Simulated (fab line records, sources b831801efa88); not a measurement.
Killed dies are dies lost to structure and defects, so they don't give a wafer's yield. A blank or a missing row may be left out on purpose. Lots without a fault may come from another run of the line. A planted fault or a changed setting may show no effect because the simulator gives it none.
fab line records | flow sky130
record lots=7 wafers=21 last_day=50
route steps=708 shown SONOS_ONO@176 GATE_OXIDE@187 POLY_GATE@204 PAD_OPEN@708
lots that met no fault: from a run of the same line without faults
start_h: hours from the record's first day to the start of the lot's first wafer shown | wait_h: hours since the lot's step before | " the same as in the row above | L1.1+2: a row that stands for several wafers | - no value, or no start given | * or withheld: withheld | < > ~ a bound
route shown NAME@n: a module of which the file shows steps, and the number in the route of the first | usual: mean/standard deviation of fault-free wafers | same: alike in all rows | chamber/n: place in a boat | sites: the reading at each site | _std_site: their standard deviation | _edge_site: outer sites' mean less inner sites' | radius_mm: how far each site lies from the wafer's centre | mask NAME#n: copy n | behind: the tool/chamber that last shaped the wafer | hold: why the lot was held/for how many hours/how that ended | device: the transistor (n, p or np) that didn't switch | end of line: the same wafers' tests at the end of the route | a step without rows: its recipe alone | killed: dies lost to structure and defects at the first sort, not the wafer's yield | map: a wafer's dies, x killed, . not, _ none there
set.NAME: the setting as run; set.NAME@STEP: as run at that earlier step | model.NAME: the simulator's own value behind a step, which no gauge read
lots at some steps of the route; a table a step, a row a wafer
services: from which hour (start_h, from the record's first day; less than 0 if before it) a tool's chamber was out of use, for how many hours, and why
## steps
# step SKY_SONOS_ONO_COAT_08
# recipe resist=NOVOLAK spin_rpm=3000 resist_thk_nm=1140
# step SKY_SONOS_ONO_SOFTBAKE_09
# recipe temp_c=90 time_s=60 resist=NOVOLAK
# step SKY_SONOS_ONO_EXPOSE_10
# recipe mask_id=ONOM target_cd_nm=410 na=0.6 source_shape=conventional sigma_outer=0.6 dose_mj=150
# step SKY_SONOS_ONO_PEB_11
# recipe temp_c=withheld time_s=* resist=NOVOLAK
# step SKY_SONOS_ONO_DEVELOP_12
# recipe develop_time_s=60 dev_temp_c=23
# step SKY_SONOS_ONO_CD_MEAS_13
# recipe target_cd_nm=410
# usual cd_nm=409.6/2.6
# columns lot.wafer tool chamber start_h wait_h cd_nm
L483.3 cd_sem-01 - 345.89 0.1 412.4
L483.4 " - " " 412.9
L483.5 " - " " 412.2
L484.1 cd_sem-02 - 351.44 0.1 411.5
L484.4 " - " " 412.4
L484.6 " - " " 414.0
L488.1 cd_sem-02 - 390.30 0.1 408.4
L488.2 " - " " 411.5
L488.5 " - " " 410.6
L490.1 cd_sem-02 - 397.54 0.1 410.4
L490.4 " - " " 409.0
L490.6 " - " " 408.4
L489.2 cd_sem-02 - 402.21 0.1 410.7
L489.3 " - " " 409.0
L489.6 " - " " 408.4
L495.2 cd_sem-02 - 449.31 0.1 409.6
L495.4 " - " " 409.2
L495.5 " - " " 410.5
L497.4 cd_sem-02 - 464.71 0.1 409.7
L497.5 " - " " 408.2
L497.6 " - " " 410.6
# step SKY_SONOS_ONO_OVL_MEAS_14
# usual SONOS_ONO_OVL=0.5/1.2
# columns lot.wafer tool chamber start_h wait_h SONOS_ONO_OVL[nm]
L483.3 overlay-01 - 345.98 0.1 0.9
L483.4 " - " " -2.4
L483.5 " - " " -0.8
L484.1 overlay-01 - 351.56 0.1 0.6
L484.4 " - " " 0.6
L484.6 " - " " -2.3
L488.1 overlay-01 - 390.42 0.1 1.1
L488.2 " - " " 0.6
L488.5 " - " " 2.0
L490.1 overlay-02 - 397.66 0.1 1.2
L490.4 " - " " 1.3
L490.6 " - " " 0.2
L489.2 overlay-01 - 402.32 0.1 0.7
L489.3 " - " " -0.8
L489.6 " - " " 0.0
L495.2 overlay-02 - 449.42 0.1 0.2
L495.4 " - " " 0.9
L495.5 " - " " 0.4
L497.4 overlay-01 - 464.79 0.1 2.1
L497.5 " - " " 1.0
L497.6 " - " " 1.3
# step SKY_SONOS_ONO_ETCH_15
# recipe target_depth_nm=19.52 chemistry=CHF3/O2 source_w=600 bias_w=200 pressure_mtorr=40 chf3_flow_sccm=50 O2_flow_sccm=5 time_s=7.8
# usual drypump_motor_current_A=5.77/0.29 oes_product_au=0.997/0.0081 throttle_valve_pct=8.823/0.0083
# same time_s=7.8
# columns lot.wafer tool chamber start_h wait_h drypump_motor_current_A oes_product_au rf_hours_counter_h throttle_valve_pct
L483.3 rie_diel-02 2 346.01 0.0 6.05 0.999 1 8.816
L483.4 " 3 " " 5.59 0.996 113 8.816
L483.5 " 0 " " 6.14 1.006 - 8.819
L484.1 rie_diel-02 2 351.60 0.0 6.04 0.999 1 8.838
L484.4 " 0 " " 6.13 1.001 43 8.834
L484.6 " 0 " " 6.13 1.003 - 8.826
L488.1 rie_diel-03 0 390.46 0.0 6.01 1.003 1 8.821
L488.2 " 2 " " 5.65 0.994 10 8.830
L488.5 " 1 " " 5.66 0.996 - 8.837
L490.1 rie_diel-01 1 397.70 0.0 5.79 0.992 63 8.825
L490.4 " 0 " " 5.88 0.974 0 8.806
L490.6 " 1 " " 5.80 0.987 - 8.820
L489.2 rie_diel-01 0 402.35 0.0 5.94 0.979 0 8.824
L489.3 " 3 " " 5.42 0.999 64 8.818
L489.6 " 1 " " 5.80 0.989 - 8.815
L495.2 rie_diel-01 3 449.45 0.0 5.41 1.003 65 8.831
L495.4 " 1 " " 5.82 0.995 64 8.803
L495.5 " 3 " " 5.40 0.983 - 8.836
L497.4 rie_diel-02 1 464.81 0.0 5.34 0.992 94 8.820
L497.5 " 2 " " 6.07 0.987 - 8.843
L497.6 " 1 " " 5.33 0.987 - 8.838
# step SKY_SONOS_ONO_WET_ETCH_16
# recipe chemistry=dHF target_depth_nm=14 dry=n2_spin target=SiO2 dilution=100:1 temp_c=25 time_s=280
# step SKY_SONOS_ONO_STRIP_17
# recipe chemistry=O2/N2 power_w=1400 pressure_mtorr=1500 platen_temp_c=withheld o2_flow_sccm=3000 n2_flow_sccm=300 overash_fraction=0.5
# usual drypump_motor_current_A=5.9/0.58 n2_flow_sccm=300.0/0.88 oes_product_au=0.710/0.0047 strip_time_to_endpoint_s=14.08/0.046
# columns lot.wafer tool chamber start_h wait_h drypump_motor_current_A n2_flow_sccm oes_product_au rf_hours_counter_h strip_time_to_endpoint_s
L483.3 plasma_asher-03 0 346.15 0.0 4.9 300.3 0.711 - 14.11
L483.4 " 1 " " 5.7 299.0 0.712 - 14.03
L483.5 " 1 " " 5.7 300.0 0.713 - 14.08
L484.1 plasma_asher-01 1 351.71 0.0 6.1 300.2 0.709 56 14.13
L484.4 " 1 " " 6.1 300.7 0.713 - 14.12
L484.6 " 1 " " 6.1 299.1 0.711 - 14.15
L488.1 plasma_asher-01 1 390.57 0.0 6.0 300.0 0.706 60 14.03
L488.2 " 0 " " 6.5 299.9 0.712 60 14.01
L488.5 " 0 " " 6.6 299.3 0.716 - 14.01
L490.1 plasma_asher-01 1 397.81 0.0 6.1 298.4 0.718 60 14.10
L490.4 " 0 " " 6.6 299.2 0.710 - 14.02
L490.6 " 1 " " 6.1 298.7 0.717 - 14.03
L489.2 plasma_asher-01 1 402.46 0.0 6.1 300.2 0.716 61 14.04
L489.3 " 1 " " 6.1 300.1 0.704 - 14.01
L489.6 " 1 " " 6.1 300.2 0.701 - 14.01
L495.2 plasma_asher-03 1 449.56 0.0 5.7 300.5 0.710 74 14.08
L495.4 " 1 " " 5.7 300.2 0.715 - 14.13
L495.5 " 1 " " 5.7 301.4 0.719 - 14.13
L497.4 plasma_asher-01 1 464.95 0.0 6.1 299.2 0.708 - 14.08
L497.5 " 1 " " 6.1 300.4 0.717 - 14.08
L497.6 " 0 " " 6.6 299.8 0.712 - 14.06
# step SKY_SONOS_ONO_WET_ETCH_18
# recipe chemistry=H3PO4 target_depth_nm=15 target=Si3N4 temp_c=160 time_s=172
# step SKY_GATE_OXIDE_CLEAN_00
# recipe chemistry=SC1/SC2 mix=1:4:20 temp_c=70 time_s=150 dry=n2_spin
# step SKY_GATE_OXIDE_OXIDATION_01
# recipe temp_c=900 ambient=O2 stabilise_s=600 purge_s=300 target_thk_a=102.68 ox_time_s=1473
# usual ox_temp_c_max=905.4/0.92 ox_time_s=1473/0 zone_power_bottom_pct=29.5/1.6
# same stabilise_s=600
# columns lot.wafer tool chamber start_h wait_h ox_temp_c_max ox_time_s zone_power_bottom_pct model.SiO2_of_GATE_OXIDE_OXIDATION_01.thk_nm
L483.3 furnace-01 0 347.10 0.8 906.5 1473 30.1 9.918
L483.4 " 0 " " 904.5 1473 30.6 10.17
L483.5 " 0 " " 904.7 1473 30.4 10.01
L484.1 furnace-02 0 352.41 0.5 903.5 1473 26.5 10.23
L484.4 " 0 " " 904.3 1473 26.8 10.06
L484.6 " 0 " " 904.7 1473 26.7 10.3
L488.1 furnace-01 0 390.78 0.0 906.5 662.85 30.7 5.842
L488.2 " 0 " " 904.8 662.85 30.6 5.946
L488.5 " 0 " " 905.4 662.85 30.7 5.969
L490.1 furnace-01 0 399.50 1.5 906.0 662.85 30.4 5.917
L490.4 " 0 " " 905.1 662.85 30.5 6.063
L490.6 " 0 " " 906.0 662.85 30.2 5.833
L489.2 furnace-01 0 403.81 1.1 904.3 662.85 30.2 6.147
L489.3 " 0 " " 904.7 662.85 30.2 5.992
L489.6 " 0 " " 903.7 662.85 30.4 5.972
L495.2 furnace-02 0 449.76 0.0 905.5 1473 26.9 10.44
L495.4 " 0 " " 905.1 1473 26.8 10.51
L495.5 " 0 " " 905.8 1473 26.7 10.45
L497.4 furnace-02 0 465.59 0.4 904.6 1473 26.8 10.2
L497.5 " 0 " " 904.8 1473 26.9 10.23
L497.6 " 0 " " 904.5 1473 27.2 10.06
# step SKY_GATE_OXIDE_THK_MEAS_02
# recipe reads=SiO2_of_GATE_OXIDE_OXIDATION_01
# usual GATE_OXIDE_OXIDATION_00_THK=10.28/0.18
# columns lot.wafer tool chamber start_h wait_h GATE_OXIDE_OXIDATION_00_THK[nm]
L483.3 film_metro-03 - 348.53 0.0 9.94
L483.4 " - " " 10.21
L483.5 " - " " 10.00
L484.1 film_metro-01 - 353.82 0.0 10.21
L484.4 " - " " 10.07
L484.6 " - " " 10.28
L488.1 film_metro-03 - 392.19 0.0 5.79
L488.2 " - " " 5.99
L488.5 " - " " 5.99
L490.1 film_metro-01 - 400.91 0.0 5.91
L490.4 " - " " 6.05
L490.6 " - " " 5.83
L489.2 film_metro-02 - 405.23 0.0 6.17
L489.3 " - " " 6.01
L489.6 " - " " 5.93
L495.2 film_metro-03 - 451.18 0.0 10.42
L495.4 " - " " 10.51
L495.5 " - " " 10.49
L497.4 film_metro-02 - 467.03 0.0 10.21
L497.5 " - " " 10.31
L497.6 " - " " 10.04
# step SKY_GATE_OXIDE_DEHYDRATE_03
# recipe temp_c=200 time_s=60
# step SKY_GATE_OXIDE_HMDS_04
# recipe prime_time_s=60 prime_temp_c=120
# step SKY_GATE_OXIDE_COAT_05
# recipe resist=NOVOLAK spin_rpm=3000 resist_thk_nm=1140
# step SKY_GATE_OXIDE_SOFTBAKE_06
# recipe temp_c=90 time_s=60 resist=NOVOLAK
# step SKY_GATE_OXIDE_EXPOSE_07
# recipe mask_id=LVOM na=0.6 source_shape=conventional sigma_outer=0.6 polarization=unpolarized target_cd_nm=600 dose_mj=170
# step SKY_GATE_OXIDE_PEB_08
# recipe temp_c=withheld time_s=* resist=NOVOLAK
# step SKY_GATE_OXIDE_DEVELOP_09
# recipe resist=NOVOLAK developer=TMAH develop_time_s=60 dev_temp_c=23
# step SKY_GATE_OXIDE_OVL_MEAS_10
# usual GATE_OXIDE_OVL=-0.2/1.3
# columns lot.wafer tool chamber start_h wait_h GATE_OXIDE_OVL[nm]
L483.3 overlay-02 - 377.16 0.1 0.7
L483.4 " - " " 2.1
L483.5 " - " " 0.4
L484.1 overlay-01 - 382.40 0.1 0.7
L484.4 " - " " -0.8
L484.6 " - " " 0.1
L488.1 overlay-01 - 421.10 0.1 -1.7
L488.2 " - " " -1.3
L488.5 " - " " -1.4
L490.1 overlay-01 - 430.64 0.1 -0.3
L490.4 " - " " -0.1
L490.6 " - " " -1.2
L489.2 overlay-02 - 434.45 0.1 0.5
L489.3 " - " " -1.4
L489.6 " - " " -0.4
L495.2 overlay-02 - 481.26 0.1 1.3
L495.4 " - " " 0.5
L495.5 " - " " 1.6
L497.4 overlay-01 - 497.86 0.1 0.8
L497.5 " - " " -0.5
L497.6 " - " " 0.2
# step SKY_GATE_OXIDE_IMPLANT_11
# recipe species=B energy_kev=10 dose_cm2=2.6e+12 tilt_deg=withheld
# step SKY_GATE_OXIDE_WET_ETCH_12
# recipe chemistry=dHF target_depth_nm=16.8 dry=n2_spin target=SiO2 dilution=100:1 temp_c=25 time_s=336
# step SKY_GATE_OXIDE_STRIP_13
# recipe chemistry=O2/N2 power_w=1400 pressure_mtorr=1500 platen_temp_c=withheld o2_flow_sccm=3000 n2_flow_sccm=300 overash_fraction=0.5
# usual drypump_motor_current_A=5.6/0.38 n2_flow_sccm=300.0/0.93 oes_product_au=0.716/0.0043 strip_time_to_endpoint_s=14.17/0.043
# columns lot.wafer tool chamber start_h wait_h drypump_motor_current_A n2_flow_sccm oes_product_au rf_hours_counter_h strip_time_to_endpoint_s
L483.3 plasma_asher-03 0 377.47 0.0 4.9 299.7 0.715 - 14.19
L483.4 " 1 " " 5.7 300.1 0.717 - 14.19
L483.5 " 1 " " 5.7 298.1 0.725 - 14.24
L484.1 plasma_asher-04 1 382.70 0.0 5.8 300.9 0.714 26 14.14
L484.4 " 1 " " 5.8 301.1 0.716 - 14.09
L484.6 " 0 " " 5.4 300.5 0.713 - 14.07
L488.1 plasma_asher-04 0 421.39 0.0 5.4 298.3 0.717 30 14.23
L488.2 " 1 " " 5.8 301.1 0.720 30 14.23
L488.5 " 0 " " 5.4 297.6 0.715 - 14.22
L490.1 plasma_asher-03 0 430.94 0.0 4.9 299.1 0.712 72 14.18
L490.4 " 1 " " 5.7 300.4 0.710 - 14.24
L490.6 " 0 " " 4.9 300.6 0.720 - 14.18
L489.2 plasma_asher-04 1 434.73 0.0 5.8 300.3 0.711 31 14.17
L489.3 " 1 " " 5.8 301.0 0.719 - 14.13
L489.6 " 0 " " 5.4 299.2 0.715 - 14.20
L495.2 plasma_asher-02 1 481.66 0.0 5.8 300.3 0.710 4 14.16
L495.4 " 1 " " 5.8 299.3 0.720 - 14.15
L495.5 " 1 " " 5.8 298.9 0.715 - 14.12
L497.4 plasma_asher-02 1 498.16 0.0 5.7 301.0 0.716 - 14.18
L497.5 " 1 " " 5.7 298.6 0.717 - 14.16
L497.6 " 0 " " 6.1 299.6 0.713 - 14.15
# step SKY_GATE_OXIDE_TW_MEAS_14
# usual GATE_OXIDE_TW=225.3/1.1
# columns lot.wafer tool chamber start_h wait_h GATE_OXIDE_TW
L483.3 film_metro-01 - 377.55 0.1 225.2
L483.4 " - " " 225.8
L483.5 " - " " 225.1
L484.1 film_metro-02 - 382.80 0.1 225.1
L484.4 " - " " 223.3
L484.6 " - " " 225.5
L488.1 film_metro-03 - 421.49 0.1 225.2
L488.2 " - " " 225.4
L488.5 " - " " 224.5
L490.1 film_metro-01 - 431.04 0.1 225.7
L490.4 " - " " 226.9
L490.6 " - " " 225.2
L489.2 film_metro-02 - 434.84 0.1 224.4
L489.3 " - " " 222.8
L489.6 " - " " 223.5
L495.2 film_metro-03 - 481.77 0.1 226.4
L495.4 " - " " 226.1
L495.5 " - " " 225.6
L497.4 film_metro-02 - 498.26 0.1 226.2
L497.5 " - " " 226.5
L497.6 " - " " 225.8
# step SKY_GATE_OXIDE_CLEAN_15
# recipe chemistry=SC1/SC2 mix=1:4:20 temp_c=70 time_s=150 dry=n2_spin
# step SKY_GATE_OXIDE_OXIDATION_16
# recipe temp_c=800 ambient=O2 idle_temp_c=700 ramp_up_c_per_min=10 ramp_down_c_per_min=3 stabilise_s=600 purge_s=300 target_thk_a=35.7 ox_time_s=1915
# usual ox_temp_c_max=804.4/0.82 ox_time_s=1915/0 zone_power_bottom_pct=21.9/1.4
# same stabilise_s=600
# columns lot.wafer tool chamber start_h wait_h ox_temp_c_max ox_time_s zone_power_bottom_pct model.SiO2_of_GATE_OXIDE_OXIDATION_01.thk_nm
L483.3 furnace-02 0 377.64 0.0 803.7 1915 20.9 11.27
L483.4 " 0 " " 804.6 1915 21.0 11.5
L483.5 " 0 " " 803.7 1915 21.0 11.33
L484.1 furnace-02 0 382.91 0.0 803.7 1915 21.0 11.57
L484.4 " 0 " " 806.3 1915 21.3 11.41
L484.6 " 0 " " 802.7 1915 20.7 11.64
L488.1 furnace-01 0 423.89 2.3 804.7 1915 23.4 7.58
L488.2 " 0 " " 804.8 1915 23.6 7.663
L488.5 " 0 " " 804.5 1915 23.9 7.689
L490.1 furnace-02 0 432.30 1.2 804.5 1915 20.7 7.663
L490.4 " 0 " " 803.6 1915 20.9 7.793
L490.6 " 0 " " 803.3 1915 21.1 7.61
L489.2 furnace-02 0 435.39 0.5 802.9 1915 20.7 7.907
L489.3 " 0 " " 803.5 1915 20.7 7.748
L489.6 " 0 " " 804.8 1915 21.0 7.712
L495.2 furnace-02 0 481.87 0.0 804.6 1915 20.5 11.75
L495.4 " 0 " " 804.7 1915 21.1 11.83
L495.5 " 0 " " 804.4 1915 20.7 11.78
L497.4 furnace-02 0 498.34 0.0 804.7 1915 21.0 11.56
L497.5 " 0 " " 805.0 1915 20.7 11.62
L497.6 " 0 " " 804.5 1915 21.2 11.45
# step SKY_POLY_GATE_CVD_00
# recipe material=poly-Si target_thk_nm=180 temp_c=620 time_s=720 pressure_mtorr=200
# step SKY_PAD_OPEN_PROBE_99
# usual killed_at_M0_to_M3=43/6.5 killed_at_M4_up=3.2/1.8 killed_at_contacts=24/5.2 killed_at_front_end=15/4 killed_at_other=0.4/0.69 killed_dies=86/8.7 killed_open=47/7 killed_short=39/5.7
# same gross_dies=492 killed_at_back_side=0
# columns lot.wafer tool chamber start_h wait_h killed_at_M0_to_M3 killed_at_M4_up killed_at_contacts killed_at_front_end killed_at_other killed_dies killed_open killed_short model.etest.nfet_16v.r_on_ohm_um model.etest.pfet_16v.r_on_ohm_um model.etest.pfet_g5v0d10v5.r_on_ohm_um model.etest.tip_sonos.rs_ohm_sq model.etest.nfet_g5v0d10v5.r_on_ohm_um model.etest.nfet_g5v0d10v5.drive_ua_um model.etest.nfet_05v0_nvt.drive_ua_um model.etest.tip_p.rs_ohm_sq
L483.3 prober-02 - 1126.62 0.2 43 2 23 20 1 89 56 32 1.384e+04 1.574e+04 4709 2518 1856 622.4 588.6 6896
L483.4 prober-02 - 1126.67 0.2 46 3 27 20 3 99 60 37 1.391e+04 1.543e+04 4760 2587 1864 612.6 582 6855
L483.5 prober-02 - 1126.72 0.2 53 9 16 15 2 95 51 42 1.385e+04 1.517e+04 4687 2559 1856 623.6 587.2 6975
L484.1 prober-01 - 1130.43 0.1 63 7 19 14 0 103 59 44 1.401e+04 1.526e+04 4730 2765 1880 614.1 576.7 6857
L484.4 prober-01 - 1130.58 0.2 43 3 23 17 0 86 48 38 1.381e+04 1.519e+04 4710 2708 1849 625.2 588.5 6827
L484.6 prober-01 - 1130.68 0.2 47 2 27 13 1 90 49 41 1.409e+04 1.53e+04 4762 2794 1869 610.4 578 6850
L488.1 prober-01 - 1151.44 0.1 48 3 19 12 0 82 43 39 1.202e+04 1.399e+04 3936 2025 1537 880.4 813.3 6678
L488.2 prober-01 - 1151.49 0.1 48 1 21 14 0 84 48 36 1.21e+04 1.407e+04 3901 2051 1517 876.8 801.8 6658
L488.5 prober-01 - 1151.64 0.2 43 4 28 11 0 86 41 45 1.216e+04 1.409e+04 3900 2034 1517 883.9 803.5 6622
L490.1 prober-02 - 1155.11 0.1 50 3 23 17 1 94 47 47 1.214e+04 1.345e+04 3856 2013 1498 890 813.7 6699
L490.4 prober-02 - 1155.26 0.2 27 3 16 21 0 67 32 35 1.211e+04 1.383e+04 3890 2041 1525 875.8 796 6623
L490.6 prober-02 - 1155.36 0.2 41 4 29 19 0 93 41 52 1.206e+04 1.368e+04 3848 1995 1507 895.5 819.2 6646
L489.2 prober-01 - 1158.37 0.1 37 6 25 17 0 85 48 35 1.218e+04 1.4e+04 3962 2030 1548 868.4 785.8 6590
L489.3 prober-01 - 1158.42 0.2 44 5 29 15 0 93 40 52 1.221e+04 1.392e+04 3933 1994 1523 882.7 800 6560
L489.6 prober-01 - 1158.57 0.2 35 2 33 17 0 87 49 37 1.208e+04 1.389e+04 3994 1982 1542 885.2 801 6583
L495.2 prober-02 - 1184.56 0.1 42 3 26 19 2 92 52 39 1.411e+04 1.478e+04 4726 2790 1877 602.9 578 6997
L495.4 prober-02 - 1184.66 0.2 53 3 20 12 1 89 57 32 1.424e+04 1.51e+04 4741 2840 1882 602.7 571.8 6904
L495.5 prober-02 - 1184.71 0.2 48 4 30 19 0 101 50 51 1.418e+04 1.482e+04 4762 2820 1874 602.1 573.5 6956
L497.4 prober-02 - 1196.72 0.2 45 5 23 16 1 90 51 37 1.438e+04 1.505e+04 4654 2673 1871 613.2 579.2 6893
L497.5 prober-02 - 1196.77 0.2 45 5 28 15 2 95 59 35 1.449e+04 1.509e+04 4718 2676 1894 602.2 574.1 6935
L497.6 prober-02 - 1196.82 0.2 49 5 18 20 1 93 56 34 1.432e+04 1.492e+04 4706 2618 1881 616.2 582.9 6892
# killed by level:class
L483.3 CONTACT:geometric_particle:open=10 VIA1:geometric_particle:open=10 METAL1:geometric_particle:short=9 FIELD_ISO:geometric_particle:short=7 LI_CONTACT:geometric_particle:open=7 VIA3:geometric_particle:open=7 FIELD_ISO:geometric_particle:open=6 VIA2:geometric_particle:open=5
L483.4 LI_CONTACT:geometric_particle:open=12 CONTACT:geometric_particle:open=9 VIA3:geometric_particle:open=9 VIA1:geometric_particle:open=8 VIA2:geometric_particle:open=7 POLY_GATE:geometric_particle:open=6 METAL1:geometric_particle:short=6 METAL2:geometric_particle:short=6
L483.5 VIA1:geometric_particle:open=18 VIA1:geometric_particle:short=8 METAL4:geometric_particle:short=7 FIELD_ISO:geometric_particle:short=6 LI_CONTACT:geometric_particle:open=6 CONTACT:geometric_particle:open=6 VIA2:geometric_particle:open=6 METAL2:geometric_particle:short=5
L484.1 VIA1:geometric_particle:open=19 VIA2:geometric_particle:open=10 VIA3:geometric_particle:open=6 VIA1:geometric_particle:short=6 METAL2:geometric_particle:short=6 FIELD_ISO:geometric_particle:open=4 POLY_GATE:geometric_particle:short=4 METAL4:geometric_particle:short=4
L484.4 VIA2:geometric_particle:open=9 CONTACT:geometric_particle:open=8 VIA1:geometric_particle:short=7 VIA1:geometric_particle:open=7 VIA3:geometric_particle:open=6 LI_CONTACT:geometric_particle:open=5 FIELD_ISO:geometric_particle:open=4 POLY_GATE:geometric_particle:open=4
L484.6 LI_CONTACT:geometric_particle:open=12 VIA1:geometric_particle:open=9 VIA3:geometric_particle:open=8 VIA1:geometric_particle:short=7 METAL2:geometric_particle:short=6 CONTACT:geometric_particle:short=6 CONTACT:geometric_particle:open=6 FIELD_ISO:geometric_particle:short=5
L488.1 VIA1:geometric_particle:open=9 VIA1:geometric_particle:short=8 VIA3:geometric_particle:open=8 CONTACT:geometric_particle:short=6 CONTACT:geometric_particle:open=6 METAL1:geometric_particle:short=6 VIA2:geometric_particle:open=6 FIELD_ISO:geometric_particle:open=4
L488.2 VIA1:geometric_particle:open=14 LI_CONTACT:geometric_particle:open=8 VIA2:geometric_particle:open=8 METAL1:geometric_particle:short=6 VIA1:geometric_particle:short=5 POLY_GATE:geometric_particle:open=4 LI_CONTACT:geometric_particle:short=4 LOCAL_INTERCONNECT:geometric_particle:short=4
L488.5 VIA1:geometric_particle:open=9 METAL1:geometric_particle:short=8 LOCAL_INTERCONNECT:geometric_particle:short=7 CONTACT:geometric_particle:open=7 LI_CONTACT:geometric_particle:open=6 CONTACT:geometric_particle:short=6 VIA2:geometric_particle:open=6 VIA3:geometric_particle:open=6
L490.1 VIA1:geometric_particle:open=16 METAL2:geometric_particle:short=8 LOCAL_INTERCONNECT:geometric_particle:short=7 CONTACT:geometric_particle:open=7 VIA3:geometric_particle:open=6 FIELD_ISO:geometric_particle:open=5 FIELD_ISO:geometric_particle:short=5 METAL1:geometric_particle:short=5
L490.4 LI_CONTACT:geometric_particle:open=8 FIELD_ISO:geometric_particle:open=6 FIELD_ISO:geometric_particle:short=6 METAL2:geometric_particle:short=5 POLY_GATE:geometric_particle:short=4 METAL1:geometric_particle:short=4 VIA3:geometric_particle:open=4 VIA2:geometric_particle:short=3
L490.6 CONTACT:geometric_particle:open=8 METAL1:geometric_particle:short=8 LOCAL_INTERCONNECT:geometric_particle:short=7 FIELD_ISO:geometric_particle:short=6 LI_CONTACT:geometric_particle:short=6 METAL2:geometric_particle:short=6 VIA2:geometric_particle:open=6 POLY_GATE:geometric_particle:short=5
L489.2 VIA1:geometric_particle:open=12 CONTACT:geometric_particle:open=10 METAL2:geometric_particle:short=7 FIELD_ISO:geometric_particle:open=5 VIA3:geometric_particle:open=5 CONTACT:geometric_particle:short=5 VIA2:geometric_particle:open=5 POLY_GATE:geometric_particle:short=3
L489.3 CONTACT:geometric_particle:short=8 METAL1:geometric_particle:short=8 LI_CONTACT:geometric_particle:open=7 VIA3:geometric_particle:open=7 VIA1:geometric_particle:open=6 LOCAL_INTERCONNECT:geometric_particle:short=5 CONTACT:geometric_particle:open=5 POLY_GATE:geometric_particle:open=4
L489.6 CONTACT:geometric_particle:open=12 LI_CONTACT:geometric_particle:open=8 VIA1:geometric_particle:open=7 CONTACT:geometric_particle:short=7 METAL2:geometric_particle:short=6 VIA3:geometric_particle:open=6 FIELD_ISO:geometric_particle:open=5 VIA1:geometric_particle:short=4
L495.2 LI_CONTACT:geometric_particle:open=10 VIA1:geometric_particle:open=8 VIA2:geometric_particle:open=8 FIELD_ISO:geometric_particle:open=6 CONTACT:geometric_particle:short=6 VIA1:geometric_particle:short=6 FIELD_ISO:geometric_particle:short=5 CONTACT:geometric_particle:open=5
L495.4 VIA2:geometric_particle:open=12 VIA3:geometric_particle:open=10 METAL1:geometric_particle:short=8 VIA1:geometric_particle:open=8 LI_CONTACT:geometric_particle:open=7 CONTACT:geometric_particle:open=7 POLY_GATE:geometric_particle:open=4 METAL1:geometric_particle:open=3
L495.5 CONTACT:geometric_particle:open=15 VIA3:geometric_particle:open=12 POLY_GATE:geometric_particle:open=6 METAL2:geometric_particle:short=6 METAL3:geometric_particle:short=6 VIA1:geometric_particle:short=5 POLY_GATE:geometric_particle:short=5 LI_CONTACT:geometric_particle:open=5
L497.4 CONTACT:geometric_particle:open=13 VIA1:geometric_particle:open=12 VIA1:geometric_particle:short=9 FIELD_ISO:geometric_particle:open=6 VIA3:geometric_particle:open=6 POLY_GATE:geometric_particle:short=4 CONTACT:geometric_particle:short=4 VIA2:geometric_particle:open=4
L497.5 VIA1:geometric_particle:open=15 VIA3:geometric_particle:open=11 CONTACT:geometric_particle:open=9 POLY_GATE:geometric_particle:open=6 LI_CONTACT:geometric_particle:open=6 CONTACT:geometric_particle:short=6 METAL2:geometric_particle:short=6 FIELD_ISO:geometric_particle:open=4
L497.6 VIA3:geometric_particle:open=13 VIA1:geometric_particle:open=11 VIA2:geometric_particle:open=7 LI_CONTACT:geometric_particle:open=6 CONTACT:geometric_particle:open=6 VIA1:geometric_particle:short=6 FIELD_ISO:geometric_particle:open=5 FIELD_ISO:geometric_particle:short=5
## services
# columns tool chamber start_h hours kind
furnace-02 - 337.27 2.6 pm
plasma_asher-02 - 340.03 12.6 pm
rie_diel-01 2 346.14 - clean
rie_diel-01 2 346.14 18.1 scheduled_down
rie_diel-01 2 346.14 18.1 vent_cycle
rie_diel-01 2 375.29 2.7 repair
rie_diel-01 0 379.40 - clean
rie_diel-01 0 379.40 14.0 scheduled_down
rie_diel-01 0 379.40 14.0 vent_cycle
rie_diel-02 3 385.90 - clean
rie_diel-02 3 385.90 18.1 scheduled_down
rie_diel-02 3 385.90 18.1 vent_cycle
rie_diel-03 2 407.75 17.7 repair
rie_diel-03 3 408.26 14.8 repair
plasma_asher-03 - 411.54 0.8 repair
plasma_asher-02 - 421.25 9.0 pm
plasma_asher-02 0 421.25 9.0 vent_cycle
plasma_asher-02 1 421.25 9.0 vent_cycle
plasma_asher-02 - 439.19 14.6 pm
furnace-02 - 458.59 4.4 pm
rie_diel-02 1 486.18 - clean
rie_diel-02 1 486.18 20.3 scheduled_down
rie_diel-02 1 486.18 20.3 vent_cycle
plasma_asher-01 - 495.47 7.8 pm
## key
first_sign step=SKY_GATE_OXIDE_OXIDATION_01 reading=ox_time_s direction=down sigmas=99+ usual=* struck=*
effect step=SKY_GATE_OXIDE_THK_MEAS_02 reading=GATE_OXIDE_OXIDATION_00_THK direction=down sigmas=25 usual=10.28 struck=5.96
model_effect step=SKY_GATE_OXIDE_OXIDATION_01 value=SiO2_of_GATE_OXIDE_OXIDATION_01.thk_nm without=10.38 struck=5.964
model_effect step=SKY_GATE_OXIDE_OXIDATION_16 value=SiO2_of_GATE_OXIDE_OXIDATION_01.thk_nm without=11.74 struck=7.707
model_effect step=SKY_PAD_OPEN_PROBE_99 value=etest.nfet_16v.r_on_ohm_um without=1.422e+04 struck=1.212e+04
met_at SKY_GATE_OXIDE_OXIDATION_01
struck_wafers L488.1,L488.2,L488.5,L489.2,L489.3,L489.6,L490.1,L490.4,L490.6
tester_left_out L488,L489,L490
onset_between 347.10 390.78
fault kind=process_parameter_drift tool=furnace-01 chamber=- onset_h=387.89 steps=SKY_GATE_OXIDE_OXIDATION_01 channel=ox_time_s offset=* shape=step end_h=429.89 acts_in=* stated=*
# tester_left_out: of these lots the tester's yield and bins aren't shown, on N5 and GAA mostly nor the transistor test; their killed dies are dies lost to structure and defects alone, not to doping, threshold or leakage, so they don't give the yield
